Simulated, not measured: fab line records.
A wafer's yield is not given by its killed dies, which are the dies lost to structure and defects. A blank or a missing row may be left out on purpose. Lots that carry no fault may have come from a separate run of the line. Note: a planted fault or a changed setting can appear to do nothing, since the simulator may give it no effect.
Which tool was responsible? | flow gf180mcu | Sampling: 13 lots, 39 wafers, 4 of 602 route steps

## WHAT THE GAUGES SHOWED, per wafer
GF_TOP_METAL_OVL_MEAS_15. Usual: TOP_METAL_OVL 0.2 nm, standard deviation 1.4.
lot  | measured     | on         | TOP_METAL_OVL (nm) | flag
L852 | day 31 04:19 | overlay-02 | 1.0 1.2 2.7        |
L853 | day 28 11:37 | overlay-01 | 1.8 0.4 0.2        |
L854 | day 28 20:38 | overlay-02 | 0.5 2.4 1.8        |
L855 | day 28 21:13 | overlay-02 | 1.9 -0.5 2.6       |
L856 | day 29 09:43 | overlay-01 | -0.8 -0.9 1.3      |
L858 | day 30 08:29 | overlay-02 | -0.5 -1.4 0.6      |
L859 | day 30 18:17 | overlay-01 | 1.0 0.6 2.1        |
L860 | day 30 22:31 | overlay-01 | 1.0 2.0 3.2        |
L863 | day 31 22:05 | overlay-01 | -0.5 1.1 0.5       |
L866 | day 33 00:55 | overlay-01 | 1.6 0.9 0.6        |
L870 | day 33 13:01 | overlay-02 | 0.2 1.7 1.4        |
L871 | day 33 15:46 | overlay-02 | 0.3 0.0 -1.3       |
L873 | day 34 03:55 | overlay-01 | 1.9 0.1 -0.6       |

## EACH LOT AND THE TOOL THAT RAN IT (in order: tool; ch and the chambers of the sampled wafers; start)
lot  | GF_DNWELL_STRIP_08                  | GF_V5_STRIP_18                       | GF_TOP_METAL_SPUTTER_04
L852 | plasma-asher-04 ch 0,1, day 3 00:04 | plasma-asher-02 ch 0,1, day 30 07:58 | pvd-sputter-03, day 30 09:56
L853 | plasma-asher-02 ch 0,1, day 3 07:34 | plasma-asher-02 ch 0,1, day 27 15:07 | pvd-sputter-02, day 27 16:34
L854 | plasma-asher-01 ch 0,1, day 3 10:16 | plasma-asher-03 ch 0,1, day 27 23:43 | pvd-sputter-01, day 28 01:10
L855 | plasma-asher-04 ch 0,1, day 3 14:58 | plasma-asher-03 ch 0,1, day 28 00:44 | pvd-sputter-01, day 28 02:17
L856 | plasma-asher-01 ch 0,1, day 3 21:46 | plasma-asher-04 ch 0,1, day 28 13:16 | pvd-sputter-02, day 28 14:42
L858 | plasma-asher-01 ch 0,1, day 4 14:37 | plasma-asher-02 ch 0,1, day 29 12:16 | pvd-sputter-03, day 29 13:50
L859 | plasma-asher-01 ch 0,1, day 4 21:13 | plasma-asher-04 ch 0,1, day 29 22:31 | pvd-sputter-01, day 29 23:56
L860 | plasma-asher-04 ch 0,1, day 4 21:22 | plasma-asher-02 ch 0,1, day 30 02:51 | pvd-sputter-01, day 30 04:20
L863 | plasma-asher-02 ch 0,1, day 5 16:53 | plasma-asher-04 ch 0,1, day 31 02:23 | pvd-sputter-03, day 31 04:21
L866 | plasma-asher-04 ch 0,1, day 6 11:40 | plasma-asher-03 ch 0,1, day 32 06:45 | pvd-sputter-01, day 32 08:10
L870 | plasma-asher-04 ch 0,1, day 7 03:55 | plasma-asher-03 ch 0,1, day 32 19:34 | pvd-sputter-02, day 32 20:59
L871 | plasma-asher-02 ch 0,1, day 7 09:13 | plasma-asher-04 ch 0,1, day 32 22:24 | pvd-sputter-02, day 32 23:50
L873 | plasma-asher-01 ch 1, day 7 15:39   | plasma-asher-03 ch 0,1, day 33 10:07 | pvd-sputter-02, day 33 12:07
- GF_DNWELL_STRIP_08: strips in O2/N2.
- GF_V5_STRIP_18: strips in O2/N2.
- GF_TOP_METAL_SPUTTER_04: material TiN, target thk 25 nm, time 20.8 s.

## WHAT THE TOOLS THEMSELVES READ (means of the sampled wafers that have a number; where no wafer has one, the mark that the record gives instead)
GF_DNWELL_STRIP_08. Usual: drypump-motor-current-A 5.7 A, standard deviation 0.39; heater-power-w 335 W, standard deviation 23; oes-product-au 0.722 a.u., standard deviation 0.0047; strip-time-to-endpoint-s 36.97 s, standard deviation 0.11.
lot  | tool            | drypump-motor-current-A (A) | heater-power-w (W) | oes-product-au (a.u.) | strip-time-to-endpoint-s (s) | flag
L852 | plasma-asher-04 | 5.7                         | 309                | 0.722                 | 37.09                        |
L853 | plasma-asher-02 | 5.5                         | 349                | 0.719                 | 36.89                        |
L854 | plasma-asher-01 | 5.8                         | 352                | 0.725                 | 37.11                        |
L855 | plasma-asher-04 | 5.7                         | 312                | 0.721                 | 36.88                        |
L856 | plasma-asher-01 | 5.9                         | 348                | 0.722                 | 36.91                        |
L858 | plasma-asher-01 | 5.9                         | 344                | 0.721                 | 36.88                        |
L859 | plasma-asher-01 | 5.9                         | 346                | 0.724                 | 36.94                        |
L860 | plasma-asher-04 | 5.3                         | 321                | 0.722                 | 37.03                        |
L863 | plasma-asher-02 | 5.8                         | 330                | 0.721                 | 37.04                        |
L866 | plasma-asher-04 | 5.3                         | 324                | 0.729                 | 37.10                        |
L870 | plasma-asher-04 | 5.3                         | 321                | 0.722                 | 36.94                        |
L871 | plasma-asher-02 | 5.7                         | 329                | 0.722                 | 37.00                        |
L873 | plasma-asher-01 | 6.1                         | 349                | 0.723                 | 36.84                        |

GF_V5_STRIP_18. Usual: drypump-motor-current-A 5.3 A, standard deviation 0.5; heater-power-w 322 W, standard deviation 20; oes-product-au 0.570 a.u., standard deviation 0.0048.
lot  | tool            | drypump-motor-current-A (A) | heater-power-w (W) | oes-product-au (a.u.) | flag
L852 | plasma-asher-02 | 5.5                         | 348                | 0.572                 |
L853 | plasma-asher-02 | 5.7                         | 327                | 0.566                 |
L854 | plasma-asher-03 | 4.8                         | 316                | 0.573                 |
L855 | plasma-asher-03 | 4.8                         | 316                | 0.569                 |
L856 | plasma-asher-04 | 5.4                         | 324                | 0.570                 |
L858 | plasma-asher-02 | 5.5                         | 350                | 0.567                 |
L859 | plasma-asher-04 | 5.7                         | 317                | 0.565                 |
L860 | plasma-asher-02 | 5.5                         | 355                | 0.571                 |
L863 | plasma-asher-04 | 5.7                         | 310                | 0.569                 |
L866 | plasma-asher-03 | 4.8                         | 312                | 0.575                 |
L870 | plasma-asher-03 | 4.9                         | 312                | 0.568                 |
L871 | plasma-asher-04 | 5.7                         | 312                | 0.568                 |
L873 | plasma-asher-03 | 5.0                         | 314                | 0.570                 |

GF_TOP_METAL_SPUTTER_04. Usual: throttle-valve-pct reads 30.4 % (standard deviation 0.98).
lot  | tool           | throttle-valve-pct (%) | flag
L852 | pvd-sputter-03 | 30.9                   |
L853 | pvd-sputter-02 | 30.7                   |
L854 | pvd-sputter-01 | 30.1                   |
L855 | pvd-sputter-01 | 29.8                   |
L856 | pvd-sputter-02 | 30.8                   |
L858 | pvd-sputter-03 | 30.2                   |
L859 | pvd-sputter-01 | 29.5                   |
L860 | pvd-sputter-01 | 29.9                   |
L863 | pvd-sputter-03 | 30.9                   |
L866 | pvd-sputter-01 | 30.1                   |
L870 | pvd-sputter-02 | 30.5                   |
L871 | pvd-sputter-02 | 30.5                   |
L873 | pvd-sputter-02 | 30.6                   |

## THE ANSWER, worked out from the rows above alone
Rule: take the mean of a lot's wafers that have a number; if it is more than 3 standard deviations from the usual mean, the lot is off. A lot without any number at a reading at which 4 lots or more have one is off too. All remaining lots with rows at the step are treated as sound. Order of review: gauges by route order, followed by the tools' own readings, for which a lot's mean as printed above is used. The first step at which some lot is off is used, and at that step the reading that is off furthest; a lot without a number counts as furthest.
Nothing can be told from this: no lot is off at any reading shown.

## WHAT THE SIMULATOR HAD INSERTED
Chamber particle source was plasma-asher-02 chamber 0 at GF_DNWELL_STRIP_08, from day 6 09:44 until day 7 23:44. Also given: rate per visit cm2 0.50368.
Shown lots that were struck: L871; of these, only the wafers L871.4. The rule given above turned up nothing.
